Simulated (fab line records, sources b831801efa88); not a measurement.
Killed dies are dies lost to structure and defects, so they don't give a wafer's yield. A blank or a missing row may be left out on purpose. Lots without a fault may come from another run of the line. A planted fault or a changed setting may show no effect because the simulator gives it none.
Which tool did it? | flow sky130 | 12 lots, 36 wafers sampled, at 1 step of a route of 708

WHAT THE GAUGES READ, wafer by wafer
SKY_FIELD_ISO_THK_MEAS_02.
lot  | measured    | on            | FIELD_ISO_OXIDATION_00_THK (nm)
L075 | day 1 23:34 | film_metro-01 | 12.24 12.20 12.28
L077 | day 2 05:31 | film_metro-01 | 12.21 12.17 12.15
L079 | day 2 15:31 | film_metro-03 | 12.60 12.54 12.59
L081 | day 3 02:41 | film_metro-01 | 12.09 12.19 12.33
L083 | day 3 09:56 | film_metro-02 | 11.85 12.07 11.75
L085 | day 3 19:49 | film_metro-03 | 12.16 12.03 12.19
L087 | day 4 05:13 | film_metro-02 | 11.36 11.47 11.51
L089 | day 4 15:17 | film_metro-02 | 11.88 11.62 11.98
L091 | day 5 00:57 | film_metro-02 | 12.24 12.11 12.19
L093 | day 5 10:38 | film_metro-02 | 11.87 11.85 11.88
L095 | day 5 21:28 | film_metro-03 | 11.70 11.88 11.87
L097 | day 6 08:59 | film_metro-02 | 11.83 11.82 11.95

WHICH TOOL RAN EACH LOT (tool, then ch and the chambers of the sampled wafers, then the start)
The record holds no process step before these readings.

THE ANSWER, worked out from the rows above alone
Rule: what is usual is taken from the lots themselves. Put in order of their means at a reading, lots are off if they are a third of the lots or fewer, leave a main group of 4 or more, and stand apart from it by a gap of 3 or more times the standard deviation of the main group's means; of several such gaps the widest counts. A main group whose means are all the same, to the digits that the tables above print for the reading, isn't used. A lot without any number at a reading at which 4 lots or more have one is off too. The other lots that the step has rows for count as sound.
No lot is off at any reading shown: from this, nothing can be told.

WHAT THE SIMULATOR HAD PUT IN
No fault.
